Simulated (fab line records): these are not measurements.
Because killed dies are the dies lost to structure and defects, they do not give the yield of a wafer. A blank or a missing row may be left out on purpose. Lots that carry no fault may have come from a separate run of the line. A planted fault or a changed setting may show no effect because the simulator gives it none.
A struck lot beside a sound one | flow sky130 | 42 out of 708 route steps
Sound: the wafers L163.2, L163.3, L163.6. Struck: wafers L168.2, L168.4. (L168.1 of the same lot was not struck and is left out.) The cause comes at the end.
Per side, at each step with rows, come the tool, then ch with its chambers, and then its first start. Under that, the readings that differ: sound wafers | struck wafers | difference of the means | sigmas: that difference in standard deviations of wafers without a fault.
alike: readings with means less than 2 such deviations apart, plus words and numbers identical on both sides. not compared: withheld readings, readings lacking a value on some wafer, bounds such as >300 that could conceal the same value, and numbers that have no deviation in the record and whose values overlap.
The two part at a step that has a row with sigmas, a row that says differs or no value, or rows on one side only. When numbers do not overlap yet have no deviation, they are printed without sigmas and do not part them. Lack of a reading on every wafer of one side parts them only where that side has two or more wafers.

SKY_PWDE_TW_MEAS_10:
  sound on filmMetro-01, day 3 23:25; struck on filmMetro-02, day 5 07:51
reading | sound       | struck  | difference | sigmas
PWDE_TW | 369 368 371 | 386 386 | +17        | +3
then, 7 steps without rows for these wafers: SKY_NWELL_DEHYDRATE_03 (time 60 s); SKY_NWELL_HMDS_04 (prime time 60 s); SKY_NWELL_COAT_05 (resist thk 3000 nm); SKY_NWELL_SOFTBAKE_06; SKY_NWELL_EXPOSE_07 (exposes mask NWM, target cd 840 nm); SKY_NWELL_PEB_08; SKY_NWELL_DEVELOP_09 (develop time 60 s).
SKY_NWELL_OVL_MEAS_10:
  sound on overlay-01, day 4 15:52; struck on overlay-02, day 6 01:30
  alike: NWELL_00_OVL
then, 3 steps without rows for these wafers: SKY_NWELL_IMPLANT_11; SKY_NWELL_IMPLANT_12; SKY_NWELL_IMPLANT_13.
SKY_NWELL_STRIP_14: strips in O2/N2.
  sound on plasmaAsher-03 ch 0,1, day 4 16:21; struck on plasmaAsher-02 ch 0, day 6 01:59
  alike: chamberPressureMTorr, drypumpMotorCurrentA, oesProductAu, stripTimeToEndpointS
  not compared: rfHoursCounterH
SKY_NWELL_TW_MEAS_15:
  sound on filmMetro-02, day 4 16:28; struck on filmMetro-02, day 6 02:05
  alike: NWELL_TW
then, 7 steps without rows for these wafers: SKY_NWELL_DEHYDRATE_16 (time 60 s); SKY_NWELL_HMDS_17 (prime time 60 s); SKY_NWELL_COAT_18 (resist thk 3000 nm); SKY_NWELL_SOFTBAKE_19; SKY_NWELL_EXPOSE_20 (exposes mask NWM COMPLEMENT, target cd 840 nm); SKY_NWELL_PEB_21; SKY_NWELL_DEVELOP_22 (develop time 60 s).
SKY_NWELL_OVL_MEAS_23:
  sound on overlay-01, day 5 09:13; struck on overlay-01, day 6 20:33
reading           | sound          | struck  | difference | sigmas
NWELL_01_OVL (nm) | -2.0 -1.9 -2.8 | 0.1 0.8 | +2.7       | +2
then, 1 step without rows for these wafers: SKY_NWELL_IMPLANT_24.
SKY_NWELL_STRIP_25: strips in O2/N2.
  sound on plasmaAsher-01 ch 0,1, day 5 09:23; struck on plasmaAsher-01 ch 0,1, day 6 20:44
  alike: chamberPressureMTorr, drypumpMotorCurrentA, oesProductAu, stripTimeToEndpointS
  not compared: rfHoursCounterH
SKY_NWELL_TW_MEAS_26:
  sound on filmMetro-02, day 5 09:30; struck on filmMetro-01, day 6 20:50
reading    | sound       | struck  | difference | sigmas
NWELL_2_TW | 510 512 512 | 492 495 | -18        | -3
then, 1 step without rows for these wafers: SKY_NWELL_CLEAN_27 (cleans in SC1/SC2, time 150 s).
SKY_NWELL_RTA_28: time 30 s.
  sound on rtpAnneal-01 ch 0, day 5 09:37; struck on rtpAnneal-01 ch 0, day 6 20:57
  alike: annealTempCMax, lampPowerPct, wafer_temp_C_max
SKY_NWELL_RS_MEAS_29: measurement is done with a four-point probe.
  sound on filmMetro-01, day 5 09:43; struck on filmMetro-03, day 6 21:03
  alike: NWELL_RS
SKY_NWELL_RS_MEAS_31: measurement is done with a four-point probe.
  sound on filmMetro-01, day 5 09:58; struck on filmMetro-03, day 6 21:17
  alike: PWDE_RS
then, 7 steps without rows for these wafers: SKY_VT_ADJUST_HVTP_DEHYDRATE_00 (time 60 s); SKY_VT_ADJUST_HVTP_HMDS_01 (prime time 60 s); SKY_VT_ADJUST_HVTP_COAT_02 (resist thk 1140 nm); SKY_VT_ADJUST_HVTP_SOFTBAKE_03 (time 60 s); SKY_VT_ADJUST_HVTP_EXPOSE_04 (exposes mask HVTPM, target cd 380 nm); SKY_VT_ADJUST_HVTP_PEB_05; SKY_VT_ADJUST_HVTP_DEVELOP_06 (develop time 60 s).
SKY_VT_ADJUST_HVTP_CD_MEAS_07 targets a cd of 380 nm.
  sound on cdSem-01, day 6 04:02; struck on cdSem-02, day 7 17:31
  alike: cdNm
SKY_VT_ADJUST_HVTP_OVL_MEAS_08:
  sound on overlay-01, day 6 04:08; struck on overlay-02, day 7 17:38
reading                 | sound       | struck  | difference | sigmas
VT_ADJUST_HVTP_OVL (nm) | 1.0 1.1 0.1 | 2.5 4.3 | +2.7       | +2
then, 1 step without rows for these wafers: SKY_VT_ADJUST_HVTP_IMPLANT_09.
SKY_VT_ADJUST_HVTP_STRIP_10: strips in O2/N2.
  sound on plasmaAsher-02 ch 0, day 6 04:19; struck on plasmaAsher-03 ch 0,1, day 7 17:49
  alike: chamberPressureMTorr, drypumpMotorCurrentA, oesProductAu, stripTimeToEndpointS
  not compared: rfHoursCounterH
SKY_VT_ADJUST_HVTP_TW_MEAS_11:
  sound on filmMetro-02, day 6 04:26; struck on filmMetro-04, day 7 17:55
  alike: VT_ADJUST_HVTP_TW
-- record jumps: 40 days separate the struck wafers' starts on either side; left off in module VT_ADJUST_HVTP, taken up again in module PAD_OPEN, whose first shown step is the route's number 708 --
SKY_PAD_OPEN_PROBE_99:
  rows exist in the record for the struck wafers here (prober-02, day 47 13:43), but not for the sound ones

## WHERE THEY PART
Earliest at SKY_PWDE_TW_MEAS_10; latest, in this record, at SKY_PAD_OPEN_PROBE_99.

WHY: the cause the simulator had injected
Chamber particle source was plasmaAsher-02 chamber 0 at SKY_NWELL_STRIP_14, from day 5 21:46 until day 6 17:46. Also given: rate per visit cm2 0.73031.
